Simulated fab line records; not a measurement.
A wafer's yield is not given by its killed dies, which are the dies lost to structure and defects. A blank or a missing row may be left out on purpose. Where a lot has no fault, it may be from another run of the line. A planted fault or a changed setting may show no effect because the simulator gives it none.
fab line records	flow gf180mcu
record lots=5	wafers=23
route steps=602 shown SAB@264 CONTACT@291 M1@315 V1@339 M2@366 M3@409
startH: hours from the record's first day to the start of the lot's first wafer shown	waitH: hours from the lot's prior step to this one	" identical to the entry in the row above	L1.1+2: a row that stands for several wafers	- no value, or no start given	* or withheld: withheld	< > ~ a bound
route shown NAME@n: a module of which the file shows steps, and the number in the route of the first	usual: mean and standard deviation over wafers with no fault	same: alike in all rows	chamber/n: place in a boat	sites: each site's reading	_std_site: their standard deviation	_edge_site: the outer-site mean with the inner-site mean subtracted	radiusMm: how far each site lies from the wafer's centre	mask NAME#n: copy n	behind: tool/chamber where the wafer was last shaped	hold: why the lot was held/for how many hours/how that ended	device: whichever transistor did not switch (one of n, p or np)	end of line: the route-end tests of the same wafers	a step given without rows: its recipe and nothing more	killed: not the wafer's yield, but the dies lost to structure and defects at the first sort	map: shows each die of a wafer: x if killed, . if not, _ if none is there
set.NAME: setting as actually run; set.NAME@STEP: the setting as run at that earlier step	model.NAME: the simulator's own value behind a step, which no gauge read
lots whose settings were changed on purpose; a table a step, a row a wafer
## steps
# step GF_SAB_CVD_00
# recipe material=SiO2	targetThkNm=50	precursor=TEOS	tempC=400	timeS=4.9302	rfW=600
lot.wafer	tool	chamber	startH	waitH	set.rfW	model.SiO2_of_SAB_CVD_00.thkNm
L076.3	pecvd-02	2	327.43	0.1	600	49.56
L076.4	"	0	"	"	600	50.75
L076.5	"	2	"	"	600	50.24
L078.1	pecvd-02	1	348.73	0.1	534.3	47.77
L078.2	"	2	"	"	534.3	47.46
L078.4	"	0	"	"	600	51.54
L078.5	"	2	"	"	600	50.22
L078.6	"	1	"	"	600	50.14
L079.1	pecvd-04	0	358.73	0.1	556.3	49.09
L079.2	"	2	"	"	556.3	49.55
L079.3	"	1	"	"	600	49.83
L079.5	"	1	"	"	600	51.23
L079.6	"	0	"	"	600	51.12
L082.1	pecvd-04	2	380.63	0.1	600	50.24
L082.2	"	1	"	"	600	49.86
L082.3	"	0	"	"	648.3	51.37
L082.5	"	0	"	"	648.3	52.26
L082.6	"	2	"	"	648.3	52.67
L083.1	pecvd-02	0	394.08	0.1	600	50.17
L083.2	"	2	"	"	640	50.77
L083.3	"	1	"	"	600	49.69
L083.4	"	1	"	"	640	52.13
L083.5	"	0	"	"	600	50.56
# step GF_SAB_THK_MEAS_01
# recipe reads=SiO2_of_SAB_CVD_00
# usual SAB_CVD_00_THK=50.2/0.69
lot.wafer	tool	chamber	startH	waitH	set.rfW@SAB_CVD_00	SAB_CVD_00_THK[nm]
L076.3	filmMetro-01	-	327.47	0.0	600	49.6
L076.4	"	-	"	"	600	50.8
L076.5	"	-	"	"	600	50.3
L078.1	filmMetro-03	-	348.75	0.0	534.3	47.8
L078.2	"	-	"	"	534.3	47.5
L078.4	"	-	"	"	600	51.5
L078.5	"	-	"	"	600	50.2
L078.6	"	-	"	"	600	50.2
L079.1	filmMetro-01	-	358.75	0.0	556.3	49.1
L079.2	"	-	"	"	556.3	49.5
L079.3	"	-	"	"	600	49.8
L079.5	"	-	"	"	600	51.2
L079.6	"	-	"	"	600	51.1
L082.1	filmMetro-01	-	380.65	0.0	600	50.2
L082.2	"	-	"	"	600	49.8
L082.3	"	-	"	"	648.3	51.3
L082.5	"	-	"	"	648.3	52.3
L082.6	"	-	"	"	648.3	52.7
L083.1	filmMetro-03	-	394.10	0.0	600	50.2
L083.2	"	-	"	"	640	50.8
L083.3	"	-	"	"	600	49.7
L083.4	"	-	"	"	640	52.2
L083.5	"	-	"	"	600	50.5
# step GF_CONTACT_CMP_04
# recipe material=SiO2	downForcePsi=4	platenRpm=60	padVelocityMS=0.94248
lot.wafer	tool	chamber	startH	waitH	set.leaveAboveRefNm	model.SiO2_of_CONTACT_CVD_02.thkNm
L076.3	cmp-02	3	349.89	0.1	560	559.2
L076.4	"	0	"	"	560	559.1
L076.5	"	2	"	"	560	560.1
L078.4	cmp-01	0	371.88	0.0	546.6	548.8
L078.2	"	2	"	"	546.6	546.4
L078.1	"	3	"	"	546.6	545.9
L078.5	"	0	"	"	560	560.3
L078.6	"	1	"	"	560	560.7
L079.1	cmp-01	0	381.67	0.1	560	561.3
L079.2	"	1	"	"	528	528
L079.3	"	3	"	"	560	560.1
L079.5	"	0	"	"	560	560.8
L079.6	"	1	"	"	528	528.6
L082.2	cmp-02	2	405.19	0.1	572.6	574.2
L082.3	"	3	"	"	572.6	574.1
L082.1	"	0	"	"	560	559.3
L082.5	"	1	"	"	572.6	573.7
L082.6	"	2	"	"	560	562
L083.1	cmp-02	0	417.96	0.1	560	558.4
L083.2	"	1	"	"	560	561.2
L083.3+5	"	2,1	"	"	560	560.8
L083.4	"	3	"	"	560	559.9
# step GF_CONTACT_COAT_09
# recipe resist=KrF	spinRpm=withheld	resistThkNm=1000
lot.wafer	tool	chamber	startH	waitH	set.resistThkNm	model.KrF_of_CONTACT_COAT_09.thkNm
L076.3	lithoTrack-03	0	-	-	1000	1001
L076.4	"	0	"	"	1000	998.2
L076.5	"	0	"	"	1000	998.8
L078.1	lithoTrack-03	0	-	-	954.6	957.8
L078.2	"	0	"	"	1000	1001
L078.4	"	0	"	"	954.6	955
L078.5	"	0	"	"	1000	1002
L078.6	"	0	"	"	954.6	955.9
L079.1	lithoTrack-03	0	-	-	1000	1002
L079.2	"	0	"	"	983	986.3
L079.3	"	0	"	"	983	981.6
L079.5	"	0	"	"	1000	999.2
L079.6	"	0	"	"	983	981.4
L082.1	lithoTrack-03	0	-	-	1000	999.8
L082.2+5	"	0	"	"	1000	1002
L082.3+6	"	0	"	"	1000	1001
L083.1	lithoTrack-04	0	-	-	1000	1001
L083.2	"	0	"	"	960.9	960.2
L083.3	"	0	"	"	960.9	963.6
L083.4	"	0	"	"	1000	1000
L083.5	"	0	"	"	960.9	961.4
# step GF_CONTACT_DEVELOP_13
# recipe developTimeS=60	resist=KrF	devTempC=21
lot.wafer	tool	chamber	startH	waitH	set.developTimeS
L076.3+4+5	lithoTrack-04	0	371.81	0.1	60
L078.1+2+4+5+6	lithoTrack-04	0	394.71	0.2	60
L079.1+2+3+5+6	lithoTrack-01	0	404.29	0.2	60
L082.1+2+6	lithoTrack-03	0	428.64	0.2	54.16
L082.3+5	"	0	"	"	60
L083.1+2+3+4+5	lithoTrack-01	0	442.44	0.2	60
# step GF_CONTACT_ETCH_16
# recipe chemistry=N2/H2	targetDepthA=withheld	overetchA=withheld	timeS=withheld	target=BARC	ionEnergyEv=200	sourceW=500	biasW=100	pressureMtorr=30	n2FlowSccm=100	h2FlowSccm=200
# step GF_CONTACT_ETCH_17
# recipe chemistry=C4F8/O2/Ar	maskMaterial=KrF	target=SiO2	stopOn=CoSi2	sourceW=1500	biasW=1200	pressureMtorr=40	c4f8FlowSccm=withheld	O2_flow_sccm=6	Ar_flow_sccm=300	timeS=withheld	targetDepthA=8600
lot.wafer	tool	chamber	startH	waitH	set.leaveAboveRefNm@CONTACT_CMP_04	model.CONTACT.featureDepthNm
L076.3	rieDiel-03	0	-	-	560	848.4
L076.4	"	3	"	"	560	851.6
L076.5	"	0	"	"	560	855.2
L078.1	rieDiel-03	1	-	-	546.6	838.6
L078.2	"	0	"	"	546.6	843.9
L078.4	"	2	"	"	546.6	844.7
L078.5	"	2	"	"	560	854.4
L078.6	"	3	"	"	560	855.4
L079.1	rieDiel-03	3	-	-	560	859
L079.2	"	2	"	"	528	826.3
L079.3	"	1	"	"	560	854.7
L079.5	"	1	"	"	560	855.3
L079.6	"	2	"	"	528	825.7
L082.1	rieDiel-03	2	-	-	560	858.5
L082.2	"	0	"	"	572.6	870.9
L082.3	"	3	"	"	572.6	873.2
L082.5	"	0	"	"	572.6	871.4
L082.6	"	3	"	"	560	861
L083.1	rieDiel-03	1	-	-	560	858.3
L083.2	"	3	"	"	560	861.5
L083.3	"	2	"	"	560	858
L083.4	"	0	"	"	560	858.5
L083.5	"	0	"	"	560	862.2
# step GF_CONTACT_STRIP_18
# recipe chemistry=O2/N2	powerW=1400	pressureMtorr=1500	platenTempC=250	o2FlowSccm=3000	n2FlowSccm=300	overashFraction=0.5
# usual oesProductAu=0.579/0.0041
lot.wafer	tool	chamber	startH	waitH	set.resistThkNm@CONTACT_COAT_09	oesProductAu
L076.3	plasmaAsher-02	1	372.26	-	1000	0.575
L076.4	"	0	"	"	1000	0.578
L076.5	"	0	"	"	1000	0.586
L078.1	plasmaAsher-04	0	395.18	-	954.6	0.564
L078.2	"	1	"	"	1000	0.587
L078.4	"	0	"	"	954.6	0.559
L078.5	"	0	"	"	1000	0.585
L078.6	"	1	"	"	954.6	0.561
L079.1	plasmaAsher-01	0	404.76	-	1000	0.579
L079.2	"	1	"	"	983	0.579
L079.3	"	0	"	"	983	0.572
L079.5	"	1	"	"	1000	0.582
L079.6	"	0	"	"	983	0.567
L082.1	plasmaAsher-01	1	429.21	-	1000	0.579
L082.2	"	0	"	"	1000	0.584
L082.3	"	0	"	"	1000	0.585
L082.5	"	1	"	"	1000	0.585
L082.6	"	0	"	"	1000	0.579
L083.1	plasmaAsher-01	1	442.91	-	1000	0.579
L083.2	"	0	"	"	960.9	0.567
L083.3	"	1	"	"	960.9	0.562
L083.4	"	0	"	"	1000	0.579
L083.5	"	0	"	"	960.9	0.560
# step GF_M1_SPUTTER_00
# recipe material=Ti	targetThkNm=37.5	arrivingIonEnergyEv=80	substrateTempC=200	chamberPressurePa=2	powerW=4000	timeS=150
lot.wafer	tool	chamber	startH	waitH	set.chamberPressurePa	model.Ti_of_M1_SPUTTER_00.thkNm
L076.3	pvdSputter-04	-	373.50	0.1	2	37.92
L076.4	"	-	"	"	2	37.33
L076.5	"	-	"	"	2	37.42
L078.1	pvdSputter-03	-	397.47	0.2	1.836	39.5
L078.2	"	-	"	"	1.836	39.33
L078.4	"	-	"	"	1.836	39.69
L078.5	"	-	"	"	1.836	39.32
L078.6	"	-	"	"	1.836	39.38
L079.1	pvdSputter-04	-	405.75	0.1	2.114	36.51
L079.2	"	-	"	"	2.114	36.59
L079.3	"	-	"	"	2.114	36.39
L079.5	"	-	"	"	2.114	36.2
L079.6	"	-	"	"	2.114	36.64
L082.1	pvdSputter-01	-	430.20	0.2	2	37.72
L082.2	"	-	"	"	2	38.02
L082.3	"	-	"	"	2	37.6
L082.5	"	-	"	"	2	37.82
L082.6	"	-	"	"	2	37.26
L083.1	pvdSputter-01	-	443.89	0.1	1.732	40.11
L083.2	"	-	"	"	1.732	40.35
L083.3	"	-	"	"	1.732	40.16
L083.4	"	-	"	"	1.732	40.1
L083.5	"	-	"	"	1.732	40.46
# step GF_M1_SPUTTER_01
# recipe material=TiN	targetThkNm=30	powerW=6500	timeS=25	chamberPressurePa=0.4
lot.wafer	tool	chamber	startH	waitH	set.powerW	model.TiN_of_M1_SPUTTER_01.thkNm
L076.3	pvdSputter-04	-	373.60	0.1	6500	30.48
L076.4	"	-	"	"	6500	30.24
L076.5	"	-	"	"	6500	30.41
L078.1	pvdSputter-03	-	397.57	0.1	7040	31.95
L078.2	"	-	"	"	6500	29.66
L078.4	"	-	"	"	7040	32.34
L078.5	"	-	"	"	7040	32.29
L078.6	"	-	"	"	6500	29.53
L079.1	pvdSputter-04	-	405.85	0.1	6799	31.64
L079.2	"	-	"	"	6799	31.7
L079.3	"	-	"	"	6500	30.42
L079.5	"	-	"	"	6500	30.33
L079.6	"	-	"	"	6799	31.53
L082.1	pvdSputter-01	-	430.30	0.1	6500	29.9
L082.2	"	-	"	"	7187	33.37
L082.3	"	-	"	"	7187	33.62
L082.5	"	-	"	"	6500	30.34
L082.6	"	-	"	"	7187	33.47
L083.1	pvdSputter-01	-	443.99	0.1	6789	31.96
L083.2	"	-	"	"	6500	30.65
L083.3	"	-	"	"	6500	30.9
L083.4	"	-	"	"	6789	31.54
L083.5	"	-	"	"	6789	31.7
# step GF_V1_CMP_04
# recipe material=SiO2	downForcePsi=4	platenRpm=60	padVelocityMS=0.94248
lot.wafer	tool	chamber	startH	waitH	set.leaveAboveRefNm	model.SiO2_of_V1_CVD_02.thkNm
L076.4	cmp-02	2	398.44	0.4	632.5	633.3
L076.3	"	3	"	"	632.5	633.5
L076.5	"	3	"	"	632.5	632.1
L078.2	cmp-01	2	422.37	0.0	649.4	647.8
L078.1	"	3	"	"	649.4	650.3
L078.4	"	1	"	"	632.5	633.2
L078.6	"	2	"	"	649.4	649.8
L078.5	"	3	"	"	632.5	634.4
L079.2	cmp-01	3	430.91	0.0	632.5	633.1
L079.3	"	0	"	"	632.5	633.4
L079.1	"	2	"	"	632.5	632.1
L079.5	"	3	"	"	632.5	632.5
L079.6	"	0	"	"	632.5	633.5
L082.2	cmp-02	3	455.62	0.0	632.5	632.7
L082.1	"	0	"	"	653.6	652.6
L082.3	"	1	"	"	653.6	654.9
L082.5	"	3	"	"	632.5	634.3
L082.6	"	0	"	"	653.6	652.8
L083.2	cmp-02	2	469.27	0.0	632.5	632.8
L083.3	"	3	"	"	632.5	632.9
L083.4	"	0	"	"	632.5	632.1
L083.1	"	1	"	"	632.5	633
L083.5	"	2	"	"	632.5	634.5
# step GF_V1_ETCH_16
# recipe chemistry=N2/H2	targetDepthA=withheld	overetchA=withheld	timeS=withheld	target=BARC	ionEnergyEv=200	sourceW=500	biasW=100	pressureMtorr=30	n2FlowSccm=100	h2FlowSccm=200
lot.wafer	tool	chamber	startH	waitH	set.sourceW
L076.3+4+5	rieDiel-04	1,3,0	422.40	0.0	500
L078.1+2+4+5+6	rieDiel-01	2,1,0,1,2	447.49	0.0	500
L079.1+3	rieDiel-01	1,2	455.84	0.0	500
L079.2+5+6	"	3,3,2	"	"	544.9
L082.1+3	rieDiel-01	1,2	480.25	0.0	500
L082.2+5+6	"	0,0,1	"	"	477.1
L083.1+2+5	rieDiel-01	1,3,2	493.29	0.0	462.7
L083.3+4	"	2,0	"	"	500
# step GF_V1_ETCH_17
# recipe chemistry=C4F8/O2/Ar	maskMaterial=KrF	target=SiO2	stopOn=TiN	sourceW=1500	biasW=1200	pressureMtorr=40	c4f8FlowSccm=withheld	O2_flow_sccm=6	Ar_flow_sccm=300	timeS=withheld	targetDepthA=6300
lot.wafer	tool	chamber	startH	waitH	set.leaveAboveRefNm@V1_CMP_04	model.V1.featureDepthNm
L076.3	rieDiel-04	1	-	-	632.5	633.5
L076.4	"	3	"	"	632.5	633.3
L076.5	"	0	"	"	632.5	632.1
L078.1	rieDiel-01	2	-	-	649.4	650.3
L078.2	"	1	"	"	649.4	647.8
L078.4	"	0	"	"	632.5	633.2
L078.5	"	1	"	"	632.5	634.4
L078.6	"	2	"	"	649.4	649.8
L079.1	rieDiel-01	1	-	-	632.5	632.1
L079.2	"	3	"	"	632.5	633.1
L079.3	"	2	"	"	632.5	633.4
L079.5	"	3	"	"	632.5	632.5
L079.6	"	2	"	"	632.5	633.5
L082.1	rieDiel-01	1	-	-	653.6	652.6
L082.2	"	0	"	"	632.5	632.7
L082.3	"	2	"	"	653.6	654.9
L082.5	"	0	"	"	632.5	634.3
L082.6	"	1	"	"	653.6	652.8
L083.1	rieDiel-01	1	-	-	632.5	633
L083.2	"	3	"	"	632.5	632.8
L083.3	"	2	"	"	632.5	632.9
L083.4	"	0	"	"	632.5	632.1
L083.5	"	2	"	"	632.5	634.5
# step GF_V1_SPUTTER_21
# recipe material=Ti	targetThkNm=15	chamberPressurePa=5	powerW=2500	substrateTempC=200	timeS=80.02
lot.wafer	tool	chamber	startH	waitH	set.timeS	model.Ti_of_V1_SPUTTER_21.thkNm
L076.3	pvdSputter-02	-	423.53	0.0	80.02	14.76
L076.4	"	-	"	"	80.02	15.1
L076.5	"	-	"	"	80.02	14.9
L078.1	pvdSputter-03	-	448.19	0.0	80.02	15.34
L078.2	"	-	"	"	80.02	15.22
L078.4	"	-	"	"	80.02	15.48
L078.5	"	-	"	"	80.02	15.32
L078.6	"	-	"	"	80.02	15.23
L079.1	pvdSputter-02	-	456.51	0.0	75.44	14.48
L079.2	"	-	"	"	80.02	15.26
L079.3	"	-	"	"	80.02	15.4
L079.5	"	-	"	"	75.44	14.49
L079.6	"	-	"	"	75.44	14.45
L082.1	pvdSputter-02	-	481.34	0.0	83.06	15.48
L082.2	"	-	"	"	80.02	15.01
L082.3	"	-	"	"	83.06	15.44
L082.5	"	-	"	"	83.06	15.39
L082.6	"	-	"	"	80.02	14.87
L083.1	pvdSputter-04	-	493.96	0.0	80.02	15.11
L083.2	"	-	"	"	85.49	16.26
L083.3	"	-	"	"	85.49	16.13
L083.4	"	-	"	"	85.49	16.08
L083.5	"	-	"	"	80.02	15.23
# step GF_M2_SPUTTER_04
# recipe material=TiN	targetThkNm=50	powerW=6500	timeS=41.7	chamberPressurePa=0.4
lot.wafer	tool	chamber	startH	waitH	set.chamberPressurePa	model.TiN_of_M2_SPUTTER_04.thkNm
L076.3	pvdSputter-01	-	424.41	0.0	0.4	48.86
L076.4	"	-	"	"	0.4	49.46
L076.5	"	-	"	"	0.4	49.47
L078.1	pvdSputter-02	-	449.06	0.0	0.4	49.48
L078.2	"	-	"	"	0.4	49.28
L078.4	"	-	"	"	0.4	49.59
L078.5	"	-	"	"	0.4	49.27
L078.6	"	-	"	"	0.4	49.43
L079.1	pvdSputter-01	-	457.49	0.0	0.4539	48.07
L079.2	"	-	"	"	0.4539	48.72
L079.3	"	-	"	"	0.4539	48.21
L079.5	"	-	"	"	0.4539	48.62
L079.6	"	-	"	"	0.4539	48.03
L082.1	pvdSputter-01	-	482.45	0.0	0.4	50.46
L082.2	"	-	"	"	0.4	50.87
L082.3	"	-	"	"	0.4	49.99
L082.5	"	-	"	"	0.4	50.29
L082.6	"	-	"	"	0.4	50.9
L083.1	pvdSputter-01	-	494.83	0.0	0.354	50.62
L083.2	"	-	"	"	0.354	50.8
L083.3	"	-	"	"	0.354	50.63
L083.4	"	-	"	"	0.354	50.89
L083.5	"	-	"	"	0.354	50.73
# step GF_M2_PEB_12
# recipe pebTempC=135	pebTimeS=90	resist=KrF
lot.wafer	tool	chamber	startH	waitH	set.pebTimeS
L076.3+4+5	lithoTrack-01	0	-	-	90
L078.1+5	lithoTrack-01	0	-	-	99.02
L078.2+4+6	"	0	"	"	90
L079.1+2	lithoTrack-04	0	-	-	76.64
L079.3+5+6	"	0	"	"	90
L082.1+2+5	lithoTrack-01	0	-	-	90
L082.3+6	"	0	"	"	82.54
L083.1+2+3	lithoTrack-01	0	-	-	90
L083.4+5	"	0	"	"	86.27
# step GF_M2_DEVELOP_13
# recipe developTimeS=60	devTempC=21
# step GF_M2_CD_MEAS_14
# recipe targetCdNm=280
# usual cdNm=279.5/0.89
lot.wafer	tool	chamber	startH	waitH	set.pebTimeS@M2_PEB_12	cdNm
L076.3	cdSem-02	-	449.38	0.1	90	280.1
L076.4	"	-	"	"	90	279.1
L076.5	"	-	"	"	90	279.1
L078.1	cdSem-02	-	472.59	0.1	99.02	278.0
L078.2	"	-	"	"	90	280.9
L078.4	"	-	"	"	90	280.7
L078.5	"	-	"	"	99.02	278.6
L078.6	"	-	"	"	90	281.7
L079.1	cdSem-01	-	482.21	0.1	76.64	282.2
L079.2	"	-	"	"	76.64	282.2
L079.3	"	-	"	"	90	278.9
L079.5	"	-	"	"	90	278.2
L079.6	"	-	"	"	90	279.4
L082.1	cdSem-02	-	506.19	0.1	90	279.7
L082.2	"	-	"	"	90	279.8
L082.3	"	-	"	"	82.54	281.9
L082.5	"	-	"	"	90	279.9
L082.6	"	-	"	"	82.54	281.6
L083.1	cdSem-02	-	518.19	0.1	90	279.4
L083.2	"	-	"	"	90	280.4
L083.3	"	-	"	"	90	278.9
L083.4	"	-	"	"	86.27	280.0
L083.5	"	-	"	"	86.27	279.1
# step GF_M3_SPUTTER_00
# recipe material=Ti	targetThkNm=37.5	arrivingIonEnergyEv=80	substrateTempC=200	chamberPressurePa=2	powerW=4000	timeS=150
lot.wafer	tool	chamber	startH	waitH	set.powerW	model.Ti_of_M3_SPUTTER_00.thkNm
L076.3	pvdSputter-01	-	476.42	0.2	4000	37.56
L076.4	"	-	"	"	4000	37.81
L076.5	"	-	"	"	4000	37.35
L078.1	pvdSputter-03	-	499.33	0.1	4000	37.44
L078.2	"	-	"	"	4000	37.27
L078.4	"	-	"	"	4000	37.5
L078.5	"	-	"	"	3845	35.88
L078.6	"	-	"	"	3845	35.94
L079.1	pvdSputter-03	-	509.26	0.1	4000	37.5
L079.2	"	-	"	"	4476	42.17
L079.3	"	-	"	"	4476	41.78
L079.5	"	-	"	"	4476	41.9
L079.6	"	-	"	"	4000	37.44
L082.1	pvdSputter-04	-	531.90	0.2	4302	41.79
L082.2	"	-	"	"	4000	38.81
L082.3	"	-	"	"	4000	39.03
L082.5	"	-	"	"	4302	42.11
L082.6	"	-	"	"	4000	38.72
L083.1	pvdSputter-04	-	544.52	0.1	4468	43.11
L083.2	"	-	"	"	4000	38.21
L083.3	"	-	"	"	4468	42.68
L083.4	"	-	"	"	4000	37.82
L083.5	"	-	"	"	4468	42.93
# step GF_M3_SPUTTER_04
# recipe material=TiN	targetThkNm=50	powerW=6500	timeS=41.7	chamberPressurePa=0.4
lot.wafer	tool	chamber	startH	waitH	set.timeS	model.TiN_of_M3_SPUTTER_04.thkNm
L076.3	pvdSputter-01	-	476.60	0.0	41.7	50.07
L076.4	"	-	"	"	41.7	50.03
L076.5	"	-	"	"	41.7	50.22
L078.1	pvdSputter-03	-	499.51	0.0	41.7	50
L078.2	"	-	"	"	36.57	44.81
L078.4	"	-	"	"	41.7	50.32
L078.5	"	-	"	"	36.57	44.42
L078.6	"	-	"	"	36.57	43.93
L079.1+6	pvdSputter-03	-	509.44	0.0	39.24	46.66
L079.2	"	-	"	"	39.24	47.69
L079.3	"	-	"	"	41.7	50.6
L079.5	"	-	"	"	41.7	50.15
L082.1	pvdSputter-04	-	532.08	0.0	46.13	56.25
L082.2	"	-	"	"	41.7	49.99
L082.3	"	-	"	"	46.13	54.97
L082.5	"	-	"	"	41.7	50.74
L082.6	"	-	"	"	41.7	49.56
L083.1	pvdSputter-04	-	544.71	0.0	41.7	49.67
L083.2	"	-	"	"	45.92	54.77
L083.3	"	-	"	"	45.92	55.04
L083.4	"	-	"	"	45.92	54.7
L083.5	"	-	"	"	41.7	49.97
## key
split step=GF_SAB_CVD_00	setting=rfW	stated=600	by=wafer
response step=GF_SAB_CVD_00	reading=model.SiO2_of_SAB_CVD_00.thkNm	change=+0.243	per=1%	r=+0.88
response step=GF_SAB_THK_MEAS_01	reading=SAB_CVD_00_THK	change=+0.243	per=1%	r=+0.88
split step=GF_CONTACT_CMP_04	setting=leaveAboveRefNm	stated=560	by=wafer
response step=GF_CONTACT_CMP_04	reading=model.SiO2_of_CONTACT_CVD_02.thkNm	change=+5.71	per=1%	r=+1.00
response step=GF_CONTACT_ETCH_17	reading=model.CONTACT.featureDepthNm	change=+5.3	per=1%	r=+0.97
split step=GF_CONTACT_COAT_09	setting=resistThkNm	stated=1000	by=wafer
response step=GF_CONTACT_COAT_09	reading=model.KrF_of_CONTACT_COAT_09.thkNm	change=+9.99	per=1%	r=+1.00
response step=GF_CONTACT_STRIP_18	reading=oesProductAu	change=+0.00482	per=1%	r=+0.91
split step=GF_CONTACT_DEVELOP_13	setting=developTimeS	stated=60	by=wafer
response none clear
split step=GF_M1_SPUTTER_00	setting=chamberPressurePa	stated=2	by=lot
response step=GF_M1_SPUTTER_00	reading=model.Ti_of_M1_SPUTTER_00.thkNm	change=-0.201	per=1%	r=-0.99
split step=GF_M1_SPUTTER_01	setting=powerW	stated=6500	by=wafer
response step=GF_M1_SPUTTER_01	reading=model.TiN_of_M1_SPUTTER_01.thkNm	change=+0.303	per=1%	r=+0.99
split step=GF_V1_CMP_04	setting=leaveAboveRefNm	stated=632.5	by=wafer
response step=GF_V1_CMP_04	reading=model.SiO2_of_V1_CVD_02.thkNm	change=+5.92	per=1%	r=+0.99
response step=GF_V1_ETCH_17	reading=model.V1.featureDepthNm	change=+5.92	per=1%	r=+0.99
split step=GF_V1_ETCH_16	setting=sourceW	stated=500	by=wafer
response none clear
split step=GF_V1_SPUTTER_21	setting=timeS	stated=80.02	by=wafer
response step=GF_V1_SPUTTER_21	reading=model.Ti_of_V1_SPUTTER_21.thkNm	change=+0.144	per=1%	r=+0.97
split step=GF_M2_SPUTTER_04	setting=chamberPressurePa	stated=0.4	by=lot
response step=GF_M2_SPUTTER_04	reading=model.TiN_of_M2_SPUTTER_04.thkNm	change=-0.0968	per=1%	r=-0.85
split step=GF_M2_PEB_12	setting=pebTimeS	stated=90	by=wafer
response step=GF_M2_CD_MEAS_14	reading=cdNm	change=-0.232	per=1%	r=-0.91
split step=GF_M3_SPUTTER_00	setting=powerW	stated=4000	by=wafer
response step=GF_M3_SPUTTER_00	reading=model.Ti_of_M3_SPUTTER_00.thkNm	change=+0.398	per=1%	r=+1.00
split step=GF_M3_SPUTTER_04	setting=timeS	stated=41.7	by=wafer
response step=GF_M3_SPUTTER_04	reading=model.TiN_of_M3_SPUTTER_04.thkNm	change=+0.499	per=1%	r=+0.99
